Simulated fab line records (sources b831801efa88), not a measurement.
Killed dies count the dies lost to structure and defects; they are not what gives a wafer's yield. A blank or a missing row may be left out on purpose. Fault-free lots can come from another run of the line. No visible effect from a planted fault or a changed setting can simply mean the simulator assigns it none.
fab line records | flow sky130
record: lots: 11 wafers: 33 last-day: 50
route steps=708 shown VIA3@588 CAP2M@607 PAD_OPEN@708
lots untouched by any fault: they come from a run of this same line in which no faults occurred
start-h: hours from the record's opening day to when the first of the lot's shown wafers began | wait-h: hours elapsed since this lot's preceding step | " unchanged from the row above | L1.1+2: several wafers, shown together as one row | - no value, or no start given | * or withheld: withheld | < > ~ a bound
route shown NAME@n: names a module that has steps shown in the file, with the first one's number in the route | usual: the fault-free wafers' mean and standard deviation | same: alike in all rows | chamber/n: place in a boat | sites: readings site by site | _std_site: their standard deviation | _edge_site: outer sites' mean less inner sites' | radius-mm: for every site, how far away it sits from the centre of the wafer | mask NAME#n: copy n | behind: the last tool/chamber to shape the wafer | hold: reason for holding the lot/hours on hold/outcome of the hold | device: names the non-switching transistor (n, p or np) | end of line: tests run on the same wafers once the route is complete | a step given without rows: its recipe and nothing more | killed: not the wafer's yield, but the dies lost to structure and defects at the first sort | map: a wafer's dies, x killed, . not, _ none there
set.NAME: the run value of the setting; set.NAME@STEP: its run value at that earlier step | model.NAME: the simulator's own value behind a step, which no gauge read
a sample of lots followed through the steps of the route, with each step as a table and each wafer as a row
services: the hour from which a tool's chamber was out of use, counted from the record's first day as start-h (under 0 if before that day), plus the number of hours and why
== steps ==
step: SKY_VIA3_ETCH_15
recipe: target: SiO2 chemistry: C4F8/O2/Ar target-depth-nm: 507 stop-on: TiN mask-material: KrF-thick source-w: 1500 bias-w: 1200 pressure-mtorr: 40 c4f8-flow-sccm: withheld O2_flow_sccm: 6 Ar_flow_sccm: 300 time-s: 78
usual: oes-product-au: 0.946/0.0048 run-length-s: 106.1/0.48
columns lot.wafer tool chamber start-h wait-h oes-product-au rf-hours-counter-h run-length-s
L204.2 rie-diel-02 1 926.48 0.0 0.943 7 105.4
L204.4 " 3 " " 0.947 11 106.0
L204.6 " 0 " " 0.945 - 105.8
L208.1 rie-diel-02 3 957.62 0.0 0.936 11 105.8
L208.5 " 2 " " 0.941 - 105.6
L208.6 " 3 " " 0.939 - 106.0
L210.3 rie-diel-03 1 979.83 0.0 0.946 15 106.3
L210.4 " 3 " " 0.939 19 107.2
L210.5 " 1 " " 0.954 - 106.1
L214.1 rie-diel-01 2 1023.38 0.0 0.950 25 106.6
L214.2 " 1 " " 0.936 12 106.3
L214.5 " 3 " " 0.943 - 105.6
L215.1 rie-diel-02 2 1027.03 0.0 0.949 16 105.6
L215.4 " 0 " " 0.949 16 105.8
L215.5 " 3 " " 0.944 - 105.8
L219.4 rie-diel-02 0 1037.87 0.0 0.939 16 105.7
L219.5 " 3 " " 0.941 - 105.8
L219.6 " 0 " " 0.948 - 105.6
L222.2 rie-diel-02 1 1050.42 0.0 0.950 10 105.4
L222.3 " 3 " " 0.944 14 106.2
L222.5 " 3 " " 0.949 - 105.8
L221.1 rie-diel-01 2 1054.22 0.0 0.945 26 106.2
L221.5 " 3 " " 0.948 - 105.4
L221.6 " 0 " " 0.952 - 107.2
L225.3 rie-diel-02 0 1070.52 0.0 0.949 17 106.0
L225.4 " 2 " " 0.943 18 105.5
L225.5 " 3 " " 0.950 - 106.2
L226.2 rie-diel-01 1 1078.29 0.0 0.954 14 106.0
L226.4 " 1 " " 0.945 - 106.4
L226.5 " 0 " " 0.939 - 107.1
L227.1 rie-diel-02 3 1094.44 0.0 0.932 16 106.6
L227.3 " 2 " " 0.949 18 106.2
L227.4 " 1 " " 0.946 12 105.7
step: SKY_VIA3_STRIP_16
recipe: chemistry: O2/N2 power-w: 1400 pressure-mtorr: 1500 platen-temp-c: withheld o2-flow-sccm: 3000 n2-flow-sccm: 300 overash-fraction: 0.5
usual: drypump-motor-current-A: 5.9/0.42 oes-product-au: 0.402/0.0044 strip-time-to-endpoint-s: 4.139/0.025
columns lot.wafer tool chamber start-h wait-h drypump-motor-current-A oes-product-au rf-hours-counter-h strip-time-to-endpoint-s
L204.2 plasma-asher-02 1 926.54 0.0 6.2 0.410 107 4.189
L204.4 " 0 " " 5.6 0.409 - 4.148
L204.6 " 1 " " 6.2 0.404 - 4.144
L208.1 plasma-asher-01 1 957.68 0.0 5.1 0.402 88 4.138
L208.5 " 1 " " 5.1 0.400 - 4.176
L208.6 " 0 " " 6.2 0.400 - 4.148
L210.3 plasma-asher-04 1 979.93 0.1 6.1 0.399 - 4.145
L210.4 " 0 " " 6.0 0.405 - 4.126
L210.5 " 0 " " 6.0 0.398 - 4.085
L214.1 plasma-asher-04 1 1023.44 0.0 6.2 0.403 51 4.128
L214.2 " 0 " " 6.0 0.403 51 4.175
L214.5 " 1 " " 6.1 0.404 - 4.201
L215.1 plasma-asher-01 1 1027.09 0.0 5.1 0.407 95 4.119
L215.4 " 1 " " 5.1 0.402 - 4.105
L215.5 " 0 " " 6.2 0.398 - 4.140
L219.4 plasma-asher-02 0 1037.96 0.1 5.5 0.412 - 4.138
L219.5 " 1 " " 6.2 0.397 - 4.139
L219.6 " 0 " " 5.5 0.404 - 4.132
L222.2 plasma-asher-01 1 1050.48 0.0 5.1 0.402 97 4.148
L222.3 " 0 " " 6.1 0.412 - 4.127
L222.5 " 1 " " 5.1 0.397 - 4.106
L221.1 plasma-asher-02 0 1054.28 0.0 5.5 0.397 121 4.097
L221.5 " 1 " " 6.2 0.408 - 4.119
L221.6 " 0 " " 5.5 0.403 - 4.111
L225.3 plasma-asher-01 0 1070.62 0.1 6.2 0.405 - 4.102
L225.4 " 1 " " 5.1 0.397 - 4.140
L225.5 " 1 " " 5.1 0.410 - 4.131
L226.2 plasma-asher-04 1 1078.35 0.0 6.1 0.404 57 4.161
L226.4 " 0 " " 6.0 0.401 - 4.151
L226.5 " 1 " " 6.2 0.404 - 4.127
L227.1 plasma-asher-04 0 1094.50 0.0 6.0 0.399 58 4.153
L227.3 " 0 " " 6.0 0.403 - 4.139
L227.4 " 1 " " 6.1 0.401 - 4.177
step: SKY_CAP2M_THK_MEAS_04
recipe: thk-meas-gauge: xrf reads: TiN_of_CAP2M_SPUTTER_02
usual: CAP2M_TIN_THK: 200.0/2.6
columns lot.wafer tool chamber start-h wait-h CAP2M_TIN_THK[nm]
L204.2 film-metro-01 - 928.37 0.1 201.7
L204.4 " - " " 200.7
L204.6 " - " " 202.3
L208.1 film-metro-03 - 960.13 0.1 196.6
L208.5 " - " " 197.0
L208.6 " - " " 199.9
L210.3 film-metro-04 - 981.64 0.1 201.5
L210.4 " - " " 198.9
L210.5 " - " " 198.1
L214.1 film-metro-01 - 1025.20 0.1 201.5
L214.2 " - " " 199.7
L214.5 " - " " 202.2
L215.1 film-metro-01 - 1028.85 0.1 199.3
L215.4 " - " " 201.0
L215.5 " - " " 200.2
L219.4 film-metro-01 - 1039.71 0.1 198.3
L219.5 " - " " 199.0
L219.6 " - " " 197.8
L222.2 film-metro-03 - 1052.21 0.1 200.2
L222.3 " - " " 201.1
L222.5 " - " " 198.9
L221.1 film-metro-03 - 1056.00 0.1 204.2
L221.5 " - " " 202.2
L221.6 " - " " 205.2
L225.3 film-metro-03 - 1072.33 0.1 206.2
L225.4 " - " " 203.3
L225.5 " - " " 200.7
L226.2 film-metro-04 - 1080.08 0.1 200.7
L226.4 " - " " 199.1
L226.5 " - " " 197.6
L227.1 film-metro-04 - 1096.22 0.1 201.8
L227.3 " - " " 201.7
L227.4 " - " " 200.6
step: SKY_CAP2M_METAL_ETCH_13
recipe: target-depth-nm: 220 stop-on: SiO2 chemistry: Cl2/BCl3 target: TiN pressure-mtorr: 10 icp-w: 900 bias-w: 48.5 Cl2_flow_sccm: 60 bcl3-flow-sccm: 30 time-s: 62.9
usual: drypump-motor-current-A: 5.9/0.39 he-backside-leak-sccm: 3.36/0.18 mfc-cl2-sccm: 60.04/0.17 oes-product-au: 0.941/0.0079 run-length-s: 90.9/0.41 throttle-valve-pct: 21.901/0.011
columns lot.wafer tool chamber start-h wait-h drypump-motor-current-A he-backside-leak-sccm mfc-cl2-sccm oes-product-au rf-hours-counter-h run-length-s throttle-valve-pct
L204.2 rie-metal-04 0 952.91 0.0 5.7 3.37 59.97 0.953 15 90.8 21.901
L204.4 " 1 " " 5.1 3.62 59.67 0.938 - 90.6 21.910
L204.6 " 1 " " 5.1 3.47 60.16 0.940 - 90.5 21.899
L208.1 rie-metal-04 1 983.65 0.0 5.1 3.53 60.04 0.935 9 90.5 21.901
L208.5 " 0 " " 5.7 3.47 60.26 0.940 - 91.1 21.898
L208.6 " 1 " " 5.1 3.50 60.25 0.939 - 90.5 21.908
L210.3 rie-metal-01 0 1004.33 0.0 6.2 3.23 60.01 0.945 - 90.4 21.916
L210.4 " 1 " " 6.4 3.25 60.03 0.939 - 90.6 21.898
L210.5 " 1 " " 6.4 3.25 60.26 0.940 - 91.1 21.916
L214.1 rie-metal-04 0 1046.81 0.0 5.7 3.33 59.99 0.943 21 90.5 21.916
L214.2 " 1 " " 5.1 3.63 60.21 1.006 12 86.5 21.874
L214.5 " 0 " " 5.8 3.36 60.09 0.937 - 90.8 21.915
L215.1 rie-metal-04 0 1050.19 0.0 5.7 3.48 60.10 0.926 21 90.5 21.906
L215.4 " 0 " " 5.7 3.71 60.02 0.945 - 90.6 21.890
L215.5 " 1 " " 5.1 3.74 60.24 0.999 - 86.3 21.873
L219.4 rie-metal-02 1 1061.07 0.0 5.7 3.55 60.23 0.927 - 91.6 21.893
L219.5 " 0 " " 6.0 3.17 59.99 0.940 - 91.0 21.911
L219.6 " 1 " " 5.7 3.61 60.16 0.933 - 91.4 21.906
L222.2 rie-metal-01 1 1073.91 0.0 6.4 3.28 59.95 0.949 20 90.6 21.900
L222.3 " 0 " " 6.2 3.13 60.20 0.941 - 90.6 21.898
L222.5 " 1 " " 6.4 3.20 59.91 0.938 - 90.8 21.887
L221.1 rie-metal-01 0 1077.86 0.0 6.2 3.32 60.08 0.948 25 90.4 21.885
L221.5 " 0 " " 6.2 3.25 60.08 0.945 - 90.6 21.901
L221.6 " 1 " " 6.4 3.34 59.97 0.952 - 90.9 21.892
L225.3 rie-metal-02 0 1092.42 0.0 6.0 3.09 60.36 0.955 - 90.7 21.885
L225.4 " 1 " " 5.7 3.45 59.88 0.948 - 91.4 21.897
L225.5 " 0 " " 6.0 3.27 60.04 0.945 - 90.8 21.913
L226.2 rie-metal-01 1 1100.84 0.0 6.4 3.43 60.29 0.947 23 90.7 21.891
L226.4 " 1 " " 6.4 3.40 60.17 0.946 - 91.0 21.902
L226.5 " 1 " " 6.4 3.39 59.97 0.933 - 91.1 21.902
L227.1 rie-metal-02 1 1115.70 0.0 5.7 3.46 60.43 0.948 15 91.7 21.895
L227.3 " 1 " " 5.7 3.60 60.28 0.943 - 91.4 21.879
L227.4 " 0 " " 6.1 3.00 59.85 0.948 - 90.9 21.895
step: SKY_PAD_OPEN_PROBE_99
usual: defect-limited-yield: 82.5/1.8 killed_at_M0_to_M3: 43/6.5 killed_at_M4_up: 3/1.7 killed-at-contacts: 25/5.1 killed-at-front-end: 15/3.8 killed-at-other: 0.2/0.45 killed-dies: 86/8.8 killed-open: 47/6.7 killed-short: 39/6 sort_bin_3_pad_short: 0.9/0.46 sort_bin_5_function: 10.2/1.4 sort_bin_6_memory: 6.4/1 sort-n-pass: 406/8.8 sort-yield-pct: 82.5/1.8
same: gross-dies: 492 killed-at-back-side: 0 sort_bin_4_leakage[%]: 0 sort_bin_8_speed[%]: 0
columns lot.wafer tool chamber start-h wait-h defect-limited-yield[%] killed_at_M0_to_M3 killed_at_M4_up killed-at-contacts killed-at-front-end killed-at-other killed-dies killed-open killed-short sort_bin_3_pad_short[%] sort_bin_5_function[%] sort_bin_6_memory[%] sort-n-pass sort-yield-pct[%]
L215.1 prober-01 - 1159.34 0.1 83.9 39 3 17 20 0 79 42 37 0.6 8.1 7.3 413 83.9
L215.4 prober-01 - 1159.49 0.2 85.4 33 2 26 11 0 72 43 29 0.4 7.9 6.3 420 85.4
L215.5 prober-01 - 1159.54 0.2 86.4 33 2 21 11 0 67 36 31 0.6 7.5 5.5 425 86.4
killed by level:class
L215.1 CONTACT:geometric-particle:open=7 VIA1:geometric-particle:short=6 VIA1:geometric-particle:open=6 METAL2:geometric-particle:short=6 VIA3:geometric-particle:open=6 FIELD_ISO:geometric-particle:open=5 POLY_GATE:geometric-particle:short=5 POLY_GATE:geometric-particle:open=5
L215.4 VIA1:geometric-particle:open=10 LI_CONTACT:geometric-particle:open=8 CONTACT:geometric-particle:open=8 LOCAL_INTERCONNECT:geometric-particle:short=5 VIA3:geometric-particle:open=5 FIELD_ISO:geometric-particle:open=4 LI_CONTACT:geometric-particle:short=4 METAL1:geometric-particle:short=4
L215.5 CONTACT:geometric-particle:open=9 VIA1:geometric-particle:open=8 METAL1:geometric-particle:short=6 POLY_GATE:geometric-particle:open=4 LOCAL_INTERCONNECT:geometric-particle:short=4 CONTACT:geometric-particle:short=4 METAL1:geometric-particle:open=4 VIA2:geometric-particle:open=4
== services ==
columns tool chamber start-h hours kind
rie-diel-03 - 905.46 2.8 pm
rie-diel-01 0 911.41 9.7 repair
rie-metal-02 1 923.38 7.8 repair
rie-metal-02 1 942.95 4.0 repair
plasma-asher-01 - 960.62 4.3 pm
rie-metal-04 1 998.52 13.1 repair
rie-diel-01 0 1003.66 - clean
rie-diel-01 0 1003.66 16.7 scheduled-down
rie-diel-01 0 1003.66 16.7 vent-cycle
rie-metal-04 - 1025.57 1.0 repair
rie-metal-04 - 1035.37 1.1 repair
rie-metal-04 - 1037.63 4.3 pm
rie-diel-01 1 1047.35 1.2 repair
plasma-asher-02 - 1055.25 9.0 pm
rie-metal-04 - 1057.26 10.7 repair
rie-diel-01 - 1058.71 5.7 repair
rie-metal-01 1 1065.05 7.0 repair
rie-diel-01 3 1071.60 8.3 repair
rie-metal-01 0 1084.29 - clean
rie-metal-01 0 1084.29 13.9 scheduled-down
rie-metal-01 0 1084.29 13.9 vent-cycle
rie-diel-03 1 1099.68 14.0 repair
plasma-asher-02 - 1108.61 1.0 repair
rie-metal-01 1 1115.10 10.3 repair
== key ==
first-sign: step: SKY_CAP2M_METAL_ETCH_13 reading: run-length-s direction: down sigmas: 11 usual: * struck: *
effect: step: SKY_CAP2M_METAL_ETCH_13 reading: oes-product-au direction: up sigmas: 7.7 usual: 0.941 struck: 1.002
met-at SKY_CAP2M_METAL_ETCH_13
struck-lots L214,L215
struck-wafers L214.2,L215.5
not-acting-at SKY_VIA3_ETCH_15,SKY_VIA3_STRIP_16,SKY_CAP2M_THK_MEAS_04
onset-between 983.65 1046.81
fault: kind: process-parameter-drift tool: rie-metal-04 chamber: 1 onset-h: 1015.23 steps: SKY_CAP2M_METAL_ETCH_13 channel: time-s offset: * shape: step end-h: 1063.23 acts-in: * stated: *
